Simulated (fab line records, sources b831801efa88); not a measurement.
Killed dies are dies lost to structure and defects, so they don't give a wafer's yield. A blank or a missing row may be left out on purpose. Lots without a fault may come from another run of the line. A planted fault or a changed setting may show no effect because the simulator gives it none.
Which tool did it? | flow gf180mcu | 10 lots, 30 wafers sampled, at 5 steps of a route of 602

WHAT THE GAUGES READ, wafer by wafer
GF_V1_BOW_MEAS_05. Usual: V1_BOW 81 um, standard deviation 7.3.
lot  | measured     | on            | V1_BOW (um)    | flag
L389 | day 17 04:35 | film_metro-02 | 82 76 79       |
L391 | day 17 16:35 | film_metro-02 | 78 80 76       |
L392 | day 18 13:54 | film_metro-02 | 94 77 76       |
L393 | day 18 22:33 | film_metro-01 | 83 79 75       |
L395 | day 19 07:01 | film_metro-01 | 94 83 80       |
L394 | day 19 08:19 | film_metro-01 | 66 87 75       |
L396 | day 19 16:07 | film_metro-02 | 83 85 80       |
L403 | day 22 05:36 | film_metro-02 | 63 94 91 - - - |
L404 | day 22 17:47 | film_metro-02 | 91 87 86 - - - |
L406 | day 23 06:50 | film_metro-01 | 72 95 93       |

WHICH TOOL RAN EACH LOT (tool, then ch and the chambers of the sampled wafers, then the start)
lot  | GF_CONTACT_ETCH_16                 | GF_CONTACT_ETCH_17                            | GF_M1_SPUTTER_00             | GF_V1_CMP_04
L389 | rie_diel-01 ch 2,3, day 16 03:17   | rie_diel-01 ch 2,3, day 16 04:26 or earlier   | pvd_sputter-03, day 16 04:26 | cmp-02 ch 1,2,3, day 17 04:20
L391 | rie_diel-03 ch 1,2,3, day 16 15:23 | rie_diel-03 ch 1,2,3, day 16 16:32 or earlier | pvd_sputter-03, day 16 16:32 | cmp-01 ch 0,2, day 17 16:19
L392 | rie_diel-03 ch 0,1, day 17 11:38   | rie_diel-03 ch 0,1, day 17 12:54 or earlier   | pvd_sputter-01, day 17 12:54 | cmp-02 ch 0,1, day 18 13:34
L393 | rie_diel-01 ch 0,1,3, day 17 19:59 | rie_diel-01 ch 0,1,3, day 17 21:13 or earlier | pvd_sputter-01, day 17 21:13 | cmp-02 ch 0,3, day 18 22:15
L395 | rie_diel-04 ch 0,2, day 18 03:47   | rie_diel-04 ch 0,2, day 18 04:57 or earlier   | pvd_sputter-01, day 18 04:57 | cmp-02 ch 0,1,3, day 19 06:43
L394 | rie_diel-01 ch 0,1,3, day 18 05:32 | rie_diel-01 ch 0,1,3, day 18 06:47 or earlier | pvd_sputter-01, day 18 06:47 | cmp-02 ch 1,2,3, day 19 08:04
L396 | rie_diel-01 ch 1,2, day 18 13:17   | rie_diel-01 ch 1,2, day 18 14:26 or earlier   | pvd_sputter-03, day 18 14:26 | cmp-01 ch 0,1,2, day 19 15:48
L403 | rie_diel-03 ch 0,1,3, day 21 03:29 | rie_diel-03 ch 0,1,3, day 21 04:37 or earlier | pvd_sputter-02, day 21 04:37 | cmp-02 ch 1,2,3, day 22 05:17
L404 | rie_diel-01 ch 1,2,3, day 21 15:34 | rie_diel-01 ch 1,2,3, day 21 16:42 or earlier | pvd_sputter-03, day 21 16:42 | cmp-02 ch 1,2,3, day 22 17:35
L406 | rie_diel-01 ch 2,3, day 22 05:11   | rie_diel-01 ch 2,3, day 22 06:19 or earlier   | pvd_sputter-02, day 22 06:19 | cmp-01 ch 0,2,3, day 23 06:36
- GF_CONTACT_ETCH_16: etches BARC in N2/H2.
- GF_CONTACT_ETCH_17: etches SiO2 in C4F8/O2/Ar, stops on CoSi2, target depth 860 nm.
- GF_M1_SPUTTER_00: material Ti, target thk 37.5 nm, time 150 s.
- GF_V1_CMP_04: polishes SiO2.

WHAT THE TOOLS THEMSELVES READ (means of the sampled wafers that have a number; where no wafer has one, the mark that the record gives instead)
GF_CONTACT_ETCH_16. Usual: chamber_pressure_mTorr 30.000 mTorr, standard deviation 0.03; drypump_motor_current_A 5.5 A, standard deviation 0.41; n2_flow_sccm 100.0 sccm, standard deviation 0.34; oes_product_au 0.854 a.u., standard deviation 0.0049; throttle_valve_pct 13.225 %, standard deviation 0.0089.
lot  | tool        | chamber_pressure_mTorr (mTorr) | drypump_motor_current_A (A) | n2_flow_sccm (sccm) | oes_product_au (a.u.) | throttle_valve_pct (%) | flag
L389 | rie_diel-01 | 30.018                         | 5.4                         | 99.9                | 0.855                 | 13.229                 |
L391 | rie_diel-03 | 30.008                         | 5.5                         | 100.1               | 0.853                 | 13.221                 |
L392 | rie_diel-03 | 30.020                         | 5.3                         | 100.0               | 0.854                 | 13.221                 |
L393 | rie_diel-01 | 30.007                         | 5.4                         | 100.1               | 0.857                 | 13.225                 |
L395 | rie_diel-04 | 29.971                         | 5.7                         | 100.3               | 0.854                 | 13.231                 |
L394 | rie_diel-01 | 29.996                         | 5.4                         | 99.7                | 0.856                 | 13.226                 |
L396 | rie_diel-01 | 29.998                         | 5.5                         | 99.7                | 0.855                 | 13.225                 |
L403 | rie_diel-03 | 29.976                         | 5.5                         | 100.1               | 0.853                 | 13.232                 |
L404 | rie_diel-01 | 29.998                         | 5.6                         | 100.2               | 0.857                 | 13.234                 |
L406 | rie_diel-01 | 29.978                         | 5.4                         | 100.0               | 0.846                 | 13.223                 |

GF_CONTACT_ETCH_17. Usual: chamber_pressure_mTorr 40.00 mTorr, standard deviation 0.035; oes_product_au 0.814 a.u., standard deviation 0.0049.
lot  | tool        | chamber_pressure_mTorr (mTorr) | oes_product_au (a.u.) | flag
L389 | rie_diel-01 | 40.03                          | 0.819                 |
L391 | rie_diel-03 | 39.98                          | 0.811                 |
L392 | rie_diel-03 | 39.98                          | 0.816                 |
L393 | rie_diel-01 | 39.99                          | 0.816                 |
L395 | rie_diel-04 | 39.95                          | 0.810                 |
L394 | rie_diel-01 | 39.97                          | 0.817                 |
L396 | rie_diel-01 | 40.01                          | 0.813                 |
L403 | rie_diel-03 | 40.01                          | 0.811                 |
L404 | rie_diel-01 | 40.00                          | 0.811                 |
L406 | rie_diel-01 | 40.01                          | 0.816                 |

GF_M1_SPUTTER_00. Usual: throttle_valve_pct 29.3 %, standard deviation 1.1.
lot  | tool           | throttle_valve_pct (%) | flag
L389 | pvd_sputter-03 | 30.3                   |
L391 | pvd_sputter-03 | 29.9                   |
L392 | pvd_sputter-01 | 29.7                   |
L393 | pvd_sputter-01 | 28.7                   |
L395 | pvd_sputter-01 | 30.1                   |
L394 | pvd_sputter-01 | 28.9                   |
L396 | pvd_sputter-03 | 30.0                   |
L403 | pvd_sputter-02 | 28.8                   |
L404 | pvd_sputter-03 | 29.5                   |
L406 | pvd_sputter-02 | 28.8                   |

GF_V1_CMP_04. Usual: motor_current_A 12.3 A, standard deviation 1.7; time_to_endpoint_s 78 s, standard deviation 5.7.
lot  | tool   | motor_current_A (A) | time_to_endpoint_s (s) | flag
L389 | cmp-02 | 12.9                | 79                     |
L391 | cmp-01 | 11.3                | 84                     |
L392 | cmp-02 | 11.2                | 74                     |
L393 | cmp-02 | 13.8                | 81                     |
L395 | cmp-02 | 13.3                | 75                     |
L394 | cmp-02 | 13.4                | 76                     |
L396 | cmp-01 | 11.4                | 87                     |
L403 | cmp-02 | 13.6                | 85                     |
L404 | cmp-02 | 13.2                | 93                     |
L406 | cmp-01 | 11.5                | 82                     |

THE ANSWER, worked out from the rows above alone
Rule: a lot is off if the mean of its wafers that have a number lies more than 3 standard deviations from the usual mean. A lot without any number at a reading at which 4 lots or more have one is off too. The other lots that the step has rows for count as sound. The gauges are gone through in route order, then the tools' own readings, and for those a lot's mean is taken as printed above. The first step at which some lot is off is used, and at that step the reading that is off furthest; a lot without a number counts as furthest.
No lot is off at any reading shown: from this, nothing can be told.

WHAT THE SIMULATOR HAD PUT IN
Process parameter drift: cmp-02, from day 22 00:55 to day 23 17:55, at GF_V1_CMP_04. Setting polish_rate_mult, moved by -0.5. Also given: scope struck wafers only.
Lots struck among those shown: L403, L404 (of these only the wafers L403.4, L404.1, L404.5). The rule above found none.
